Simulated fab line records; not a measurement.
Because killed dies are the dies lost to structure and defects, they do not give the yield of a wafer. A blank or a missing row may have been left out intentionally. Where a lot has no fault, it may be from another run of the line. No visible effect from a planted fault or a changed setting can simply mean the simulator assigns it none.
Struck lot and sound lot, side by side / flow sky130 / 25 out of 708 route steps
Sound: these wafers, L298.1, L298.2, L298.6. Struck: wafer L296.6. (L296.1 of the same lot was not struck and is left out.) The cause comes at the end.
Each step with rows lists, per side, the tool, then ch with its chambers, then its first start. Under that, the readings that differ: sound wafers / struck wafers / difference of the means / sigmas: that difference in standard deviations of wafers without a fault.
alike: same words and numbers on both sides, and readings whose means sit less than 2 such deviations apart. not compared: any withheld reading, any reading some wafer has no value for, any bound like >300 that may hide the same value, and any number with overlapping values for which the record gives no deviation.
The two part at a step that has a row with sigmas, a row that says differs or no value, or rows on one side only. Numbers that have no deviation but don't overlap get no sigmas and don't part them. A reading that every wafer of one side lacks parts them only if that side has two wafers or more.

first, 1 step without rows for these wafers: SKY_LI_CONTACT_PRE_CLEAN_18 (time 5.6 s).
SKY_LI_CONTACT_SPUTTER_19: material Ti, target thk 20 nm, time 106.37 s.
  sound: pvd_sputter-03 at day 35 20:28; struck: pvd_sputter-04 at day 35 01:48
  alike: throttle_valve_pct
then, 1 step without rows for these wafers: SKY_LI_CONTACT_SPUTTER_20 (material TiN, target thk 20 nm, time 80 s).
SKY_LI_CONTACT_CVD_21: deposits W, target thk 400 nm, time 120.56 s.
  sound on cvd_w-02 ch 0,1, day 35 20:37; struck on cvd_w-02 ch 1, day 35 01:56
  alike: heater_power_outer_w, heater_power_w, susceptor_temp_C
SKY_LI_CONTACT_RS_MEAS_22: uses a four-point probe to measure.
  sound: film_metro-01 at day 35 20:44; struck: film_metro-02 at day 35 02:04
  alike: LI_CONTACT_W_RS
SKY_LI_CONTACT_THK_MEAS_23: measures by xrf.
  sound: film_metro-01 at day 35 20:51; struck: film_metro-02 at day 35 02:11
reading=LI_CONTACT_W_THK (nm); sound=403 398 399; struck=386; difference=-14; sigmas=-3
SKY_LI_CONTACT_CMP_24: polishes, stops on PSG, t overpolish 20 s, target thk 0 nm.
  sound on cmp-02 ch 0,2, day 35 20:55; struck on cmp-01 ch 3, day 35 02:21
reading=overpolish_run_s (s); sound=20.006 20.022 19.998; struck=19.981; difference=-0.028; sigmas=-3
  alike: motor_current_A, time_to_endpoint_s
SKY_LOCAL_INTERCONNECT_SPUTTER_00: material TiN, target thk 100 nm, time 83.3 s.
  sound: pvd_sputter-02 at day 35 21:13; struck: pvd_sputter-01 at day 35 02:33
  alike: susceptor_temp_C, throttle_valve_pct
SKY_LOCAL_INTERCONNECT_RS_MEAS_01: uses a four-point probe to measure.
  sound: film_metro-03 at day 35 21:17; struck: film_metro-03 at day 35 02:37
reading=LOCAL_INTERCONNECT_TIN_RS (ohm/sq); sound=14.08 13.80 13.74; struck=14.55; difference=+0.68; sigmas=+4
SKY_LOCAL_INTERCONNECT_THK_MEAS_02: measures by xrf.
  sound: film_metro-03 at day 35 21:24; struck: film_metro-03 at day 35 02:44
reading=LOCAL_INTERCONNECT_TIN_THK (nm); sound=99.2 101.0 101.8; struck=95.9; difference=-4.8; sigmas=-4
then, 2 steps without rows for these wafers: SKY_LOCAL_INTERCONNECT_DEHYDRATE_03 (time 60 s); SKY_LOCAL_INTERCONNECT_HMDS_04 (prime time 60 s).
SKY_LOCAL_INTERCONNECT_COAT_05: resist thk 60 nm.
  sound on litho_track-01 ch 0, day 36 10:02; struck on litho_track-04 ch 0, day 35 16:14
  alike: spin_speed_rpm
then, 5 steps without rows for these wafers: SKY_LOCAL_INTERCONNECT_COAT_06 (resist thk 450 nm); SKY_LOCAL_INTERCONNECT_SOFTBAKE_07 (time 90 s); SKY_LOCAL_INTERCONNECT_EXPOSE_08 (exposes mask LI1M, target cd 170 nm); SKY_LOCAL_INTERCONNECT_PEB_09; SKY_LOCAL_INTERCONNECT_DEVELOP_10 (develop time 60 s).
SKY_LOCAL_INTERCONNECT_CD_MEAS_11: the cd target is 170 nm.
  sound: cd_sem-01 at day 36 23:41; struck: cd_sem-01 at day 36 05:56
  alike: cd_nm
SKY_LOCAL_INTERCONNECT_OVL_MEAS_12:
  sound: overlay-01 at day 36 23:48; struck: overlay-02 at day 36 06:03
  alike: LOCAL_INTERCONNECT_OVL
SKY_LOCAL_INTERCONNECT_ETCH_13: etches BARC in N2/H2, stops on SiO2, time 45.9 s, target depth 60 nm.
  sound on rie_metal-02 ch 0,1, day 36 23:50; struck on rie_metal-02 ch 0, day 36 06:05
reading=oes_product_au (a.u.); sound=0.850 0.857 0.846; struck=0.904; difference=+0.053; sigmas=+11
reading=model.etch.depth_nm (nm); sound=60.1 60.03 60.13; struck=65.45; difference=+5.36; sigmas=
  alike: chamber_pressure_mTorr, drypump_motor_current_A, throttle_valve_pct
  not compared: rf_hours_counter_h
SKY_LOCAL_INTERCONNECT_METAL_ETCH_14: etches TiN in Cl2/BCl3, stops on PSG, target depth 110 nm, time 31.4 s.
  sound on rie_metal-02 ch 0,1, day 36 23:53; struck on rie_metal-02 ch 0, day 36 06:13
reading=oes_product_au (a.u.); sound=0.946 0.955 0.951; struck=0.925; difference=-0.026; sigmas=-3
reading=throttle_valve_pct (%); sound=21.893 21.887 21.890; struck=21.920; difference=+0.030; sigmas=+3
  alike: bcl3_flow_sccm, chamber_pressure_mTorr, drypump_motor_current_A
  not compared: rf_hours_counter_h
SKY_LOCAL_INTERCONNECT_STRIP_15: strips in O2/N2.
  sound on plasma_asher-01 ch 0,1, day 36 23:57; struck on plasma_asher-01 ch 0, day 36 06:19
reading=strip_time_to_endpoint_s (s); sound=4.759 4.705 4.751; struck=4.825; difference=+0.087; sigmas=+4
  alike: chamber_pressure_mTorr, drypump_motor_current_A, oes_product_au
  not compared: rf_hours_counter_h
then, 2 steps without rows for these wafers: SKY_LOCAL_INTERCONNECT_STRIP_16 (strips in post etch residue remover, time 1200 s); SKY_PAD_OPEN_PROBE_99.

WHERE THEY PART
At SKY_LI_CONTACT_THK_MEAS_23 first; at SKY_LOCAL_INTERCONNECT_STRIP_15 last (within this record only).

WHY: what the simulator had put in
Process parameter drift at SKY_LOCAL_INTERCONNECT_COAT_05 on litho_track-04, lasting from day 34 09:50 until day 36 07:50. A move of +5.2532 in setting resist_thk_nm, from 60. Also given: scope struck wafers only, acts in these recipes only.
